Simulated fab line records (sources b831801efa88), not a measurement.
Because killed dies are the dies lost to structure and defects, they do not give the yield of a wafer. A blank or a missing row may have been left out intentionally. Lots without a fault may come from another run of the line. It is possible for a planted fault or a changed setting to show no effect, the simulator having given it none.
Comparing a struck lot with a sound one || flow sky130 || 35 steps out of a route of 708
Sound: wafers L254.1, L254.4, L254.5. Wafers struck: L269.1, L269.2, L269.6. The cause is named last.
Each step with rows lists, per side, the tool, then ch with its chambers, then its first start. Under that, the readings that differ: sound wafers || struck wafers || difference of the means || sigmas: that difference in standard deviations of wafers without a fault.
alike: a reading whose means differ by less than 2 such deviations, as well as words and numbers matching on both sides. not compared: withheld readings; readings where some wafer has no value; bounds like >300 that might hide an equal value; numbers whose values overlap and for which the record gives no deviation.
Wherever a step has rows on one side only, a row that says differs or no value, or a row with sigmas, the two part there. Non-overlapping numbers with no deviation appear without sigmas and do not part them. A reading missing from all wafers of one side parts the sides only when that side holds two or more wafers.

first, 10 steps without rows for these wafers: SKY_GATE_OXIDE_COAT_05 (resist thk 1140 nm); SKY_GATE_OXIDE_SOFTBAKE_06 (time 60 s); SKY_GATE_OXIDE_EXPOSE_07 (exposes mask LVOM, target cd 600 nm); SKY_GATE_OXIDE_PEB_08; SKY_GATE_OXIDE_DEVELOP_09 (develop time 60 s); SKY_GATE_OXIDE_IMPLANT_11; SKY_GATE_OXIDE_WET_ETCH_12 (etches SiO2 in dHF, target depth 16.8 nm, time 336 s); SKY_GATE_OXIDE_STRIP_13 (strips in O2/N2); SKY_GATE_OXIDE_CLEAN_15 (cleans in SC1/SC2, time 150 s); SKY_GATE_OXIDE_OXIDATION_16 (stabilise 600 s, purge 300 s, target thk 3.57 nm).
SKY_POLY_GATE_CVD_00: deposits poly-Si, target thk 180 nm, time 720 s.
  sound on lpcvd-01 ch 1, day 13 16:29; struck on lpcvd-01 ch 1, day 19 04:58
{"reading": "spike_tc_centre_C (C)", "sound": "621.2 619.1 619.0", "struck": "592.8 592.8 591.4", "difference": -27.4, "sigmas": -23}
{"reading": "spike_tc_lower_C (C)", "sound": "620.8 620.7 622.7", "struck": "624.8 624.9 626.4", "difference": "+4.0", "sigmas": "+4"}
{"reading": "spike_tc_upper_C (C)", "sound": "619.5 620.2 620.7", "struck": "622.8 622.9 622.7", "difference": "+2.7", "sigmas": "+2"}
{"reading": "zone_power_centre_pct (%)", "sound": "8.3 8.6 8.3", "struck": "4.0 4.0 4.0", "difference": -4.4, "sigmas": -4}
{"reading": "zone_power_lower_pct (%)", "sound": "7.6 7.5 7.5", "struck": "9.7 9.7 9.7", "difference": "+2.2", "sigmas": "+5"}
{"reading": "model.poly-Si_of_POLY_GATE_CVD_00.thk_nm (nm)", "sound": "181 182.5 181.6", "struck": "143.9 150.4 170.5", "difference": -26.8, "sigmas": ""}
  alike: spike_tc_top_C
SKY_POLY_GATE_THK_MEAS_01:
  struck on film_metro-04, day 19 06:23; sound on film_metro-04, day 13 18:17
{"reading": "POLY_GATE_CVD_00_THK (nm)", "sound": "180.9 182.2 181.7", "struck": "143.9 150.4 170.5", "difference": -26.7, "sigmas": -15}
  not compared: hold
then, 8 steps without rows for these wafers: SKY_RES_PROTECT_HMDS_01 (prime time 60 s); SKY_RES_PROTECT_COAT_02 (resist thk 1140 nm); SKY_RES_PROTECT_SOFTBAKE_03 (time 60 s); SKY_RES_PROTECT_EXPOSE_04 (exposes mask RPM, target cd 1270 nm); SKY_RES_PROTECT_PEB_05; SKY_RES_PROTECT_DEVELOP_06 (develop time 60 s); SKY_POLY_GATE_IMPLANT_02; SKY_RES_PROTECT_STRIP_07 (strips in O2/N2).
SKY_RES_PROTECT_CLEAN_09: cleans in SC1/SC2, time 150 s.
  sound on wet_bench-03 ch 0, day 14 20:32; struck on wet_bench-03 ch 2, day 20 13:20
{"reading": "model.poly-Si_of_POLY_GATE_CVD_00.thk_nm (nm)", "sound": "180.4 181.9 181", "struck": "143.3 149.8 169.9", "difference": -26.8, "sigmas": ""}
then, 11 steps without rows for these wafers: SKY_POLY_GATE_CVD_03 (deposits Si3N4 from DCS/NH3, target thk 75 nm, time 1290 s); SKY_POLY_GATE_DEHYDRATE_05 (time 60 s); SKY_POLY_GATE_HMDS_06 (prime time 60 s); SKY_POLY_GATE_COAT_07 (resist thk 110 nm); SKY_POLY_GATE_COAT_08 (resist thk 450 nm); SKY_POLY_GATE_SOFTBAKE_09 (time 90 s); SKY_POLY_GATE_EXPOSE_10 (exposes mask P1M, target cd 150 nm); SKY_POLY_GATE_PEB_11; SKY_POLY_GATE_DEVELOP_12 (develop time 60 s); SKY_POLY_GATE_ETCH_15 (etches BARC in N2/H2, stops on SiO2, time 118.5 s, target depth 110 nm); SKY_POLY_GATE_ETCH_16 (etches Si3N4 in CH3F/O2, stops on poly-Si, time 147.5 s, target depth 75 nm).
SKY_POLY_GATE_ETCH_17: etches poly-Si in HBr/Cl2, stops on SiO2, target depth 180 nm, time 70.5 s.
  sound on rie_si-01 ch 1,2, day 16 03:14; struck on rie_si-02 ch 0,1, day 21 22:37
{"reading": "oes_product_au (a.u.)", "sound": "0.995 0.995 0.993", "struck": "0.848 0.869 0.954", "difference": -0.104, "sigmas": -16}
{"reading": "model.etch.depth_nm (nm)", "sound": "180 181.1 179.8", "struck": "143.3 149.8 169.9", "difference": -26.0, "sigmas": ""}
{"reading": "model.POLY_GATE.feature_depth_nm (nm)", "sound": "180 181.1 179.8", "struck": "143.3 149.8 169.9", "difference": -26.0, "sigmas": ""}
  alike: drypump_motor_current_A, throttle_valve_pct
  not compared: rf_hours_counter_h
then, 1 step without rows for these wafers: SKY_POLY_GATE_STRIP_18 (strips in O2/N2).
-- a jump in the record: the struck wafers' starts before and after are 27 days apart (it breaks off in module POLY_GATE and resumes in module PAD_OPEN, where the first step shown is number 708 of the route) --
SKY_PAD_OPEN_PROBE_99:
  struck on prober-01, day 49 06:30; sound on prober-01, day 45 15:36
{"reading": "model.etest.res_high_po.line_ohm_um", "sound": "754.3 752.6 739.8", "struck": "920.4 847.5 776.3", "difference": "+99.2", "sigmas": ""}
{"reading": "model.etest.res_poly.line_ohm_um", "sound": "507.6 484.7 500.1", "struck": "649.7 581.6 523.3", "difference": "+87.4", "sigmas": ""}
{"reading": "model.etest.tip_sonos.rs_ohm_sq", "sound": "2569 2546 2568", "struck": "2575 2608 2639", "difference": "+46", "sigmas": ""}
{"reading": "model.etest.res_high_po.rs_ohm_sq", "sound": "263 265.7 262.4", "struck": "321 300.1 275.2", "difference": "+35", "sigmas": ""}
{"reading": "model.etest.res_poly.rs_ohm_sq", "sound": "47.85 48.24 48.06", "struck": "60.25 56.69 50.76", "difference": "+7.85", "sigmas": ""}
  alike: killed_at_M0_to_M3, killed_at_M4_up, killed_at_contacts, killed_at_front_end, killed_at_other, killed_dies, killed_open, killed_short
  not compared: model.etest.cap_li_to_poly.c_af_um2

WHERE THEY PART
First at SKY_POLY_GATE_CVD_00; last, within this record, at SKY_POLY_GATE_ETCH_17. Later steps at which nothing parts them and some readings are alike: SKY_PAD_OPEN_PROBE_99.

WHY: what the simulator had put in
lpcvd-01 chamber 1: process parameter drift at SKY_POLY_GATE_CVD_00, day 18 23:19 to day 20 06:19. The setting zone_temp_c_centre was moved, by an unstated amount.
